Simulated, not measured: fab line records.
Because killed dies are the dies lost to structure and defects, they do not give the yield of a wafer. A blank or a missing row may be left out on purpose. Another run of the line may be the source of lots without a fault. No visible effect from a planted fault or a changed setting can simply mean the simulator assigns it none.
What tool caused it? :: flow sfq-line :: 14 lots (42 wafers sampled), 1 step of a 325-step route

WHAT THE GAUGES READ, wafer by wafer
The record holds no reading of a measuring or inspecting step that can be judged against a usual standard deviation.

WHICH TOOL RAN EACH LOT (tool, then ch and the chambers of the sampled wafers, then the start)
lot: L203
SFQ_TRILAYER_M7_STRIP_STRIP_181: rie-metal-04 ch 0,1, day 69 02:46

lot: L204
SFQ_TRILAYER_M7_STRIP_STRIP_181: rie-metal-03 ch 0,1, day 69 13:34

lot: L207
SFQ_TRILAYER_M7_STRIP_STRIP_181: rie-metal-03 ch 1, day 70 05:10

lot: L208
SFQ_TRILAYER_M7_STRIP_STRIP_181: rie-metal-02 ch 0,1, day 70 20:46

lot: L209
SFQ_TRILAYER_M7_STRIP_STRIP_181: rie-metal-03 ch 0,1, day 72 23:04

lot: L216
SFQ_TRILAYER_M7_STRIP_STRIP_181: rie-metal-04 ch 0,1, day 74 11:34

lot: L217
SFQ_TRILAYER_M7_STRIP_STRIP_181: rie-metal-02 ch 0,1, day 76 04:01

lot: L218
SFQ_TRILAYER_M7_STRIP_STRIP_181: rie-metal-02 ch 0,1, day 76 19:05

lot: L219
SFQ_TRILAYER_M7_STRIP_STRIP_181: rie-metal-04 ch 0, day 77 17:09

lot: L221
SFQ_TRILAYER_M7_STRIP_STRIP_181: rie-metal-04 ch 0,1, day 79 16:37

lot: L222
SFQ_TRILAYER_M7_STRIP_STRIP_181: rie-metal-03 ch 0, day 79 19:17

lot: L223
SFQ_TRILAYER_M7_STRIP_STRIP_181: rie-metal-02 ch 0,1, day 79 22:17

lot: L224
SFQ_TRILAYER_M7_STRIP_STRIP_181: rie-metal-03 ch 0,1, day 80 00:17

lot: L225
SFQ_TRILAYER_M7_STRIP_STRIP_181: rie-metal-02 ch 0,1, day 80 03:41
- SFQ_TRILAYER_M7_STRIP_STRIP_181: strips in O2.

AS READ BY THE TOOLS THEMSELVES (means over the sampled wafers that have a number; for cases with no such wafer, the mark the record gives instead)
SFQ_TRILAYER_M7_STRIP_STRIP_181.
lot: L203
tool: rie-metal-04
chamber-pressure-mTorr (mTorr): 50.05
drypump-motor-current-A (A): 5.6
oes-product-au (a.u.): 1.007

lot: L204
tool: rie-metal-03
chamber-pressure-mTorr (mTorr): 49.98
drypump-motor-current-A (A): 5.7
oes-product-au (a.u.): 1.005

lot: L207
tool: rie-metal-03
chamber-pressure-mTorr (mTorr): 49.98
drypump-motor-current-A (A): 5.0
oes-product-au (a.u.): 1.000

lot: L208
tool: rie-metal-02
chamber-pressure-mTorr (mTorr): 49.98
drypump-motor-current-A (A): 6.4
oes-product-au (a.u.): 0.992

lot: L209
tool: rie-metal-03
chamber-pressure-mTorr (mTorr): 50.04
drypump-motor-current-A (A): 5.6
oes-product-au (a.u.): 0.999

lot: L216
tool: rie-metal-04
chamber-pressure-mTorr (mTorr): 50.02
drypump-motor-current-A (A): 5.9
oes-product-au (a.u.): 0.998

lot: L217
tool: rie-metal-02
chamber-pressure-mTorr (mTorr): 43.32
drypump-motor-current-A (A): 6.1
oes-product-au (a.u.): 0.982

lot: L218
tool: rie-metal-02
chamber-pressure-mTorr (mTorr): 43.33
drypump-motor-current-A (A): 6.1
oes-product-au (a.u.): 0.994

lot: L219
tool: rie-metal-04
chamber-pressure-mTorr (mTorr): 49.96
drypump-motor-current-A (A): 6.2
oes-product-au (a.u.): 0.993

lot: L221
tool: rie-metal-04
chamber-pressure-mTorr (mTorr): 49.99
drypump-motor-current-A (A): 5.9
oes-product-au (a.u.): 1.000

lot: L222
tool: rie-metal-03
chamber-pressure-mTorr (mTorr): 50.02
drypump-motor-current-A (A): 5.9
oes-product-au (a.u.): 0.998

lot: L223
tool: rie-metal-02
chamber-pressure-mTorr (mTorr): 49.97
drypump-motor-current-A (A): 6.4
oes-product-au (a.u.): 0.996

lot: L224
tool: rie-metal-03
chamber-pressure-mTorr (mTorr): 49.99
drypump-motor-current-A (A): 5.6
oes-product-au (a.u.): 1.001

lot: L225
tool: rie-metal-02
chamber-pressure-mTorr (mTorr): 50.02
drypump-motor-current-A (A): 6.2
oes-product-au (a.u.): 0.989

THE ANSWER, worked out from the rows above alone
Rule: what is usual is taken from the lots themselves. Put in order of their means at a reading, lots are off if they are a third of the lots or fewer, leave a main group of 4 or more, and stand apart from it by a gap of 3 or more times the standard deviation of the main group's means; of several such gaps the widest counts. The tables above print the reading to a certain number of digits; a main group whose means all agree to those digits is not used. A lot without any number at a reading at which 4 lots or more have one is off too. Where the step has rows for the other lots, those lots are counted as sound. The gauges are gone through in route order, then the tools' own readings, and for those a lot's mean is taken as printed above. The first step at which some lot is off is used, and at that step the reading that is off furthest; a lot without a number counts as furthest.
Off at SFQ_TRILAYER_M7_STRIP_STRIP_181 (chamber-pressure-mTorr): L217, L218. For the main group the mean is 50.00 mTorr and the standard deviation 0.028.
A tool fits if, at that step or a process step before it, it ran every lot that is off, and no sound lot after the first of them. No candidate that was tried fits.

WHAT HAD BEEN PUT IN BY THE SIMULATOR
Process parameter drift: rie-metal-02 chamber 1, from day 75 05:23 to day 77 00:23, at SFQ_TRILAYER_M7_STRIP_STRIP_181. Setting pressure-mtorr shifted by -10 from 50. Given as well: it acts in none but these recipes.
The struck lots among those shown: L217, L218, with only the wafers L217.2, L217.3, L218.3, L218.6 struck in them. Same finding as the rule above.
